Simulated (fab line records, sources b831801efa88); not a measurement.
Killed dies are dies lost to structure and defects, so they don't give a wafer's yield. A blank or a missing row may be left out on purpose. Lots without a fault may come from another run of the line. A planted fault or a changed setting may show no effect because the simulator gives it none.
Which tool did it? | flow gf180mcu | 12 lots, 36 wafers sampled, at 6 steps of a route of 602

WHAT THE GAUGES READ, wafer by wafer
GF_STI_THK_MEAS_04.
lot  | measured    | on            | STI_CVD_03_THK (nm)
L252 | day 1 14:44 | film_metro-04 | 208.7 208.5 208.1
L253 | day 1 19:11 | film_metro-02 | 207.3 205.5 208.5
L254 | day 2 00:17 | film_metro-02 | 204.9 204.9 205.1
L255 | day 2 04:36 | film_metro-04 | 207.2 205.0 205.6
L256 | day 2 09:43 | film_metro-02 | 212.1 211.4 212.7
L259 | day 3 01:37 | film_metro-02 | 209.2 209.7 208.3
L262 | day 3 17:52 | film_metro-02 | 206.4 207.2 207.3
L265 | day 4 08:43 | film_metro-02 | 222.9 222.8 222.0
L268 | day 4 21:34 | film_metro-01 | 222.3 222.6 224.9
L271 | day 5 13:09 | film_metro-01 | 203.8 204.5 203.2
L273 | day 5 23:33 | film_metro-01 | 210.4 209.9 211.7
L274 | day 6 03:35 | film_metro-01 | 210.0 210.5 209.3

GF_V1_CD_MEAS_14: target cd 260 nm.
lot  | measured     | on        | cd_nm (nm)
L252 | day 18 06:11 | cd_sem-01 | 257.8 258.6 259.4
L253 | day 18 13:40 | cd_sem-02 | 262.8 262.2 263.3
L254 | day 19 01:13 | cd_sem-02 | 259.7 261.7 262.4
L255 | day 19 09:40 | cd_sem-02 | 262.8 261.2 261.5
L256 | day 19 17:23 | cd_sem-02 | 258.4 258.2 258.4
L259 | day 21 09:02 | cd_sem-01 | 261.5 260.7 262.2
L262 | day 22 04:17 | cd_sem-02 | 260.8 259.8 258.9
L265 | day 23 05:40 | cd_sem-01 | 260.7 261.1 260.8
L268 | day 24 00:10 | cd_sem-01 | 258.7 259.9 258.4
L271 | day 25 00:56 | cd_sem-01 | 258.7 260.4 259.9
L273 | day 25 15:55 | cd_sem-02 | 259.6 260.1 259.4
L274 | day 26 00:22 | cd_sem-01 | 260.2 259.3 260.1

GF_V1_RS_MEAS_24: measures by four-point-probe.
lot  | measured     | on            | V1_W_RS (ohm/sq)
L252 | day 18 07:20 | film_metro-02 | 0.333 0.335 0.332
L253 | day 18 14:49 | film_metro-01 | 0.332 0.332 0.334
L254 | day 19 02:14 | film_metro-02 | 0.324 0.318 0.322
L255 | day 19 10:41 | film_metro-01 | 0.326 0.322 0.329
L256 | day 19 18:26 | film_metro-04 | 0.334 0.332 0.330
L259 | day 21 10:10 | film_metro-02 | 0.331 0.329 0.333
L262 | day 22 05:40 | film_metro-04 | 0.331 0.331 0.325
L265 | day 23 06:43 | film_metro-04 | 0.326 0.337 0.326
L268 | day 24 01:13 | film_metro-02 | 0.321 0.324 0.324
L271 | day 25 02:00 | film_metro-01 | 0.331 0.324 0.327
L273 | day 25 16:58 | film_metro-02 | 0.328 0.321 0.328
L274 | day 26 01:23 | film_metro-02 | 0.334 0.327 0.330

WHICH TOOL RAN EACH LOT (tool, then ch and the chambers of the sampled wafers, then the start)
lot  | GF_STI_CVD_03              | GF_STI_ETCH_13                    | GF_M1_SPUTTER_03
L252 | lpcvd-02 ch 1, day 1 12:45 | rie_diel-04 ch 0,2, day 2 02:21   | pvd_sputter-04, day 16 07:26
L253 | lpcvd-02 ch 1, day 1 17:12 | rie_diel-04 ch 1,2, day 2 06:41   | pvd_sputter-03, day 16 14:02
L254 | lpcvd-02 ch 1, day 1 22:18 | rie_diel-03 ch 1,3, day 2 12:29   | pvd_sputter-03, day 17 00:15
L255 | lpcvd-01 ch 1, day 2 02:34 | rie_diel-02 ch 0,1,2, day 2 16:38 | pvd_sputter-03, day 17 09:13
L256 | lpcvd-02 ch 0, day 2 07:43 | rie_diel-03 ch 1,2, day 2 21:38   | pvd_sputter-04, day 17 15:49
L259 | lpcvd-02 ch 0, day 2 23:37 | rie_diel-02 ch 1,2,3, day 3 14:47 | pvd_sputter-01, day 19 06:28
L262 | lpcvd-01 ch 0, day 3 15:52 | rie_diel-03 ch 0,1,3, day 4 07:05 | pvd_sputter-04, day 20 02:32
L265 | lpcvd-02 ch 1, day 4 06:44 | rie_diel-02 ch 1,2,3, day 4 22:45 | pvd_sputter-04, day 21 05:07
L268 | lpcvd-02 ch 1, day 4 19:34 | rie_diel-04 ch 0,1,2, day 5 12:14 | pvd_sputter-01, day 22 00:23
L271 | lpcvd-02 ch 0, day 5 11:10 | rie_diel-02 ch 1,2,3, day 6 04:11 | pvd_sputter-04, day 23 03:10
L273 | lpcvd-01 ch 1, day 5 20:34 | rie_diel-04 ch 0,1,3, day 6 14:06 | pvd_sputter-01, day 23 18:29
L274 | lpcvd-01 ch 1, day 6 01:34 | rie_diel-04 ch 1,2, day 6 18:32   | pvd_sputter-01, day 24 04:10
- GF_STI_CVD_03: deposits Si3N4 from DCS/NH3, target thk 207.16 nm, time 3551 s.
- GF_STI_ETCH_13: etches the open film in CHF3/O2, stops on Si, target depth 282.31 nm, time 112.9 s.
- GF_M1_SPUTTER_03: material Ti, target thk 10 nm, time 6.7 s.

WHAT THE TOOLS THEMSELVES READ (means of the sampled wafers that have a number; where no wafer has one, the mark that the record gives instead)
GF_STI_ETCH_13.
lot  | tool        | drypump_motor_current_A (A) | oes_product_au (a.u.) | throttle_valve_pct (%)
L252 | rie_diel-04 | 5.7                         | 0.833                 | 8.809
L253 | rie_diel-04 | 6.0                         | 0.836                 | 8.811
L254 | rie_diel-03 | 6.0                         | 0.828                 | 8.802
L255 | rie_diel-02 | 5.9                         | 0.835                 | 8.810
L256 | rie_diel-03 | 6.1                         | 0.839                 | 8.816
L259 | rie_diel-02 | 5.7                         | 0.840                 | 8.815
L262 | rie_diel-03 | 5.6                         | 0.834                 | 8.812
L265 | rie_diel-02 | 5.7                         | 0.868                 | 8.815
L268 | rie_diel-04 | 5.8                         | 0.871                 | 8.820
L271 | rie_diel-02 | 5.7                         | 0.825                 | 8.814
L273 | rie_diel-04 | 6.0                         | 0.837                 | 8.814
L274 | rie_diel-04 | 6.0                         | 0.841                 | 8.807

GF_M1_SPUTTER_03.
lot  | tool           | cathode_dc_power_W (W) | chamber_pressure_pa (Pa) | throttle_valve_pct (%)
L252 | pvd_sputter-04 | 3000.3                 | 0.3001                   | 30.1
L253 | pvd_sputter-03 | 3000.1                 | 0.3004                   | 30.0
L254 | pvd_sputter-03 | 2999.9                 | 0.3001                   | 30.4
L255 | pvd_sputter-03 | 2999.9                 | 0.3000                   | 30.0
L256 | pvd_sputter-04 | 2999.9                 | 0.2997                   | 29.8
L259 | pvd_sputter-01 | 3000.2                 | 0.3000                   | 30.3
L262 | pvd_sputter-04 | 3000.3                 | 0.2999                   | 30.4
L265 | pvd_sputter-04 | 3000.0                 | 0.3003                   | 30.3
L268 | pvd_sputter-01 | 3000.2                 | 0.3004                   | 29.8
L271 | pvd_sputter-04 | 3000.7                 | 0.2996                   | 30.5
L273 | pvd_sputter-01 | 3000.0                 | 0.2999                   | 30.3
L274 | pvd_sputter-01 | 3000.3                 | 0.3001                   | 30.5

THE ANSWER, worked out from the rows above alone
Rule: what is usual is taken from the lots themselves. Put in order of their means at a reading, lots are off if they are a third of the lots or fewer, leave a main group of 4 or more, and stand apart from it by a gap of 3 or more times the standard deviation of the main group's means; of several such gaps the widest counts. A main group whose means are all the same, to the digits that the tables above print for the reading, isn't used. A lot without any number at a reading at which 4 lots or more have one is off too. The other lots that the step has rows for count as sound. The gauges are gone through in route order, then the tools' own readings, and for those a lot's mean is taken as printed above. The first step at which some lot is off is used, and at that step the reading that is off furthest; a lot without a number counts as furthest.
Off: L265, L268, at GF_STI_THK_MEAS_04 (STI_CVD_03_THK). The main group: mean 207.9 nm, standard deviation 2.5.
A tool fits if, at a process step before that reading, it ran every lot that is off, and no sound lot after the first of them. The gauges at GF_STI_THK_MEAS_04 aren't tried: what is off there is off at GF_STI_ETCH_13 too, on other tools, and a gauge's error can't cause that. None of those tried fits.

WHAT THE SIMULATOR HAD PUT IN
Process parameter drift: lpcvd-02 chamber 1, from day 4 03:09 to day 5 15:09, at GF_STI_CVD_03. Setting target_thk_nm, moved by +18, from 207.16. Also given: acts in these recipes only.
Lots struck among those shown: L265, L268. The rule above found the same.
